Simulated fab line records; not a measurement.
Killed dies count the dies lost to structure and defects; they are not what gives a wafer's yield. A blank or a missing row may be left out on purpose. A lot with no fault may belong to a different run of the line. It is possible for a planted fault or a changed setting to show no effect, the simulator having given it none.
Which tool did it?    flow gf180mcu    Sampling: 24 lots, 72 wafers, 4 of 602 route steps

## WHAT THE GAUGES READ, wafer by wafer
GF_VT_IMPLANT_TW_MEAS_10.
lot   measured      on             VT_IMPLANT_TW
L074  day 5 15:35   film metro-02  566 569 566
L075  day 5 21:31   film metro-04  572 573 569
L076  day 6 02:45   film metro-02  569 567 565
L077  day 6 10:40   film metro-04  564 562 567
L078  day 6 17:06   film metro-02  568 565 564
L079  day 6 21:18   film metro-01  567 565 569
L080  day 7 04:20   film metro-04  571 576 574
L081  day 7 11:27   film metro-02  567 568 567
L082  day 7 19:38   film metro-02  566 568 568
L083  day 7 22:44   film metro-02  568 567 565
L084  day 8 04:42   film metro-04  570 573 570
L085  day 8 08:35   film metro-01  566 563 567
L086  day 8 15:31   film metro-04  569 571 571
L087  day 8 21:11   film metro-02  568 568 563
L088  day 9 11:41   film metro-01  564 567 566
L089  day 9 18:49   film metro-04  568 569 572
L090  day 9 20:53   film metro-01  567 563 565
L091  day 10 00:56  film metro-02  566 563 564
L092  day 10 10:20  film metro-04  575 573 571
L093  day 10 17:29  film metro-01  567 564 562
L094  day 10 21:32  film metro-04  573 574 573
L095  day 11 05:47  film metro-01  563 563 562
L096  day 11 06:05  film metro-02  569 567 568
L097  day 11 12:09  film metro-02  567 568 566

GF_HV_LDD_CD_MEAS_19: the cd target is 400 nm.
lot   measured      on         cd nm (nm)
L074  day 10 16:31  cd sem-01  402.5 401.9 401.9
L075  day 11 00:55  cd sem-02  403.7 400.5 403.0
L076  day 11 09:31  cd sem-01  400.2 402.8 403.8
L077  day 11 19:04  cd sem-01  403.5 403.1 402.1
L078  day 12 02:40  cd sem-01  400.1 401.7 400.9
L079  day 12 07:20  cd sem-02  403.7 402.3 402.7
L080  day 12 17:24  cd sem-02  402.1 400.6 402.6
L081  day 13 01:25  cd sem-01  403.6 401.0 403.3
L082  day 13 07:13  cd sem-02  399.4 398.4 402.0
L083  day 13 17:07  cd sem-02  407.2 404.9 405.1
L084  day 13 22:22  cd sem-02  400.6 400.2 400.5
L085  day 14 01:14  cd sem-02  404.6 407.2 404.1
L086  day 14 11:28  cd sem-01  396.6 396.9 398.1
L087  day 14 17:22  cd sem-02  402.7 403.9 402.1
L088  day 15 15:39  cd sem-01  402.3 403.2 403.2
L089  day 15 19:53  cd sem-01  401.5 401.7 402.1
L090  day 15 22:52  cd sem-02  402.2 401.4 404.4
L091  day 16 03:17  cd sem-02  403.4 401.8 404.8
L092  day 16 15:54  cd sem-01  405.9 404.7 401.8
L093  day 17 01:50  cd sem-02  404.1 400.9 402.5
L094  day 17 03:49  cd sem-02  403.6 403.2 403.5
L095  day 17 16:36  cd sem-01  402.6 402.8 403.3
L096  day 17 17:54  cd sem-02  400.8 401.0 403.0
L097  day 18 00:48  cd sem-02  401.2 402.4 400.3

GF_CONTACT_BOW_MEAS_05.
lot   measured      on             CONTACT_BOW (um)
L074  day 15 01:10  film metro-01  53 67 61
L075  day 15 13:59  film metro-01  67 60 59
L076  day 15 22:29  film metro-01  75 77 64
L077  day 16 06:25  film metro-03  53 62 60
L078  day 16 17:39  film metro-03  60 63 65
L079  day 17 01:50  film metro-01  68 70 67
L080  day 17 10:15  film metro-03  68 79 54
L081  day 17 20:17  film metro-03  70 79 49
L082  day 18 02:21  film metro-01  73 55 59
L083  day 18 17:50  film metro-02  63 64 67
L084  day 18 20:08  film metro-02  64 60 64
L085  day 18 22:46  film metro-01  61 65 71
L086  day 19 12:16  film metro-03  59 61 67
L087  day 19 23:31  film metro-02  67 75 72
L088  day 20 20:14  film metro-03  73 62 46
L089  day 21 00:34  film metro-03  81 71 69
L090  day 21 02:46  film metro-03  75 67 72
L091  day 21 08:32  film metro-01  67 58 62
L092  day 21 20:18  film metro-02  80 62 83
L093  day 22 10:26  film metro-02  67 54 64
L094  day 22 09:53  film metro-03  58 74 67
L095  day 23 00:11  film metro-01  72 66 71
L096  day 23 00:52  film metro-01  72 54 59
L097  day 23 05:19  film metro-03  76 76 79

## WHICH TOOL RAN EACH LOT (tool, then ch and the chambers of the sampled wafers, then the start)
lot   GF_SALICIDE_RTA_06
L074  rtp anneal-02 ch 0, day 15 00:21
L075  rtp anneal-02 ch 0, day 15 13:08
L076  rtp anneal-02 ch 0, day 15 21:40
L077  rtp anneal-02 ch 0, day 16 05:35
L078  rtp anneal-01 ch 0, day 16 16:49
L079  rtp anneal-01 ch 0, day 17 00:59
L080  rtp anneal-01 ch 0, day 17 09:19
L081  rtp anneal-01 ch 0, day 17 19:27
L082  rtp anneal-02 ch 0, day 18 01:31
L083  rtp anneal-02 ch 0, day 18 17:01
L084  rtp anneal-01 ch 0, day 18 19:19
L085  rtp anneal-02 ch 0, day 18 21:56
L086  rtp anneal-01 ch 0, day 19 11:18
L087  rtp anneal-02 ch 0, day 19 22:41
L088  rtp anneal-01 ch 0, day 20 19:24
L089  rtp anneal-01 ch 0, day 20 23:44
L090  rtp anneal-02 ch 0, day 21 01:55
L091  rtp anneal-01 ch 0, day 21 07:40
L092  rtp anneal-01 ch 0, day 21 19:27
L093  rtp anneal-01 ch 0, day 22 09:35
L094  rtp anneal-01 ch 0, day 22 09:00
L095  rtp anneal-02 ch 0, day 22 23:15
L096  rtp anneal-02 ch 0, day 22 23:57
L097  rtp anneal-02 ch 0, day 23 04:29
- GF_SALICIDE_RTA_06: time 30 s.

## AS READ BY THE TOOLS THEMSELVES (means over the sampled wafers that have a number; for cases with no such wafer, the mark the record gives instead)
GF_SALICIDE_RTA_06.
lot   tool           chamber o2 ppm  lamp power pct (%)  wafer_temp_C_max
L074  rtp anneal-02  1.998           6.35                532.1
L075  rtp anneal-02  2.009           6.35                532.3
L076  rtp anneal-02  2.001           6.35                533.0
L077  rtp anneal-02  2.008           6.35                532.9
L078  rtp anneal-01  2.014           5.99                532.8
L079  rtp anneal-01  1.980           6.00                532.4
L080  rtp anneal-01  1.994           6.00                532.8
L081  rtp anneal-01  2.021           5.99                533.8
L082  rtp anneal-02  1.982           6.35                532.8
L083  rtp anneal-02  2.004           6.34                531.7
L084  rtp anneal-01  2.016           5.99                533.3
L085  rtp anneal-02  2.013           6.34                532.6
L086  rtp anneal-01  1.994           5.99                533.0
L087  rtp anneal-02  1.993           6.35                532.4
L088  rtp anneal-01  1.981           5.99                532.7
L089  rtp anneal-01  2.001           5.99                532.7
L090  rtp anneal-02  2.002           6.35                532.8
L091  rtp anneal-01  1.983           5.99                533.4
L092  rtp anneal-01  1.983           6.00                532.9
L093  rtp anneal-01  2.003           6.00                533.5
L094  rtp anneal-01  2.022           5.99                532.8
L095  rtp anneal-02  2.019           6.35                532.9
L096  rtp anneal-02  1.990           6.35                532.8
L097  rtp anneal-02  1.989           6.35                532.5

## THE ANSWER, worked out from the rows above alone
Rule: the lots themselves supply what counts as usual. The widest of any qualifying gaps counts: lots, ordered by their means at a reading, are off when they make up no more than a third of the lots, leave a main group of 4 or more, and stand apart from it by 3 or more times the standard deviation of that group's means. Not used: any main group whose means are identical at the precision the tables above print for the reading. Also off: a lot with no number at a reading for which 4 or more lots have one. Any other lot the step has rows for is counted as sound. After the gauges, taken in route order, come the tools' own readings; for these a lot's mean is taken, as printed above. The first step at which some lot is off is used, and at that step the reading that is off furthest; a lot without a number counts as furthest.
No lot is off on any of the readings shown, so nothing can be concluded from this.

## WHAT THE SIMULATOR HAD INSERTED
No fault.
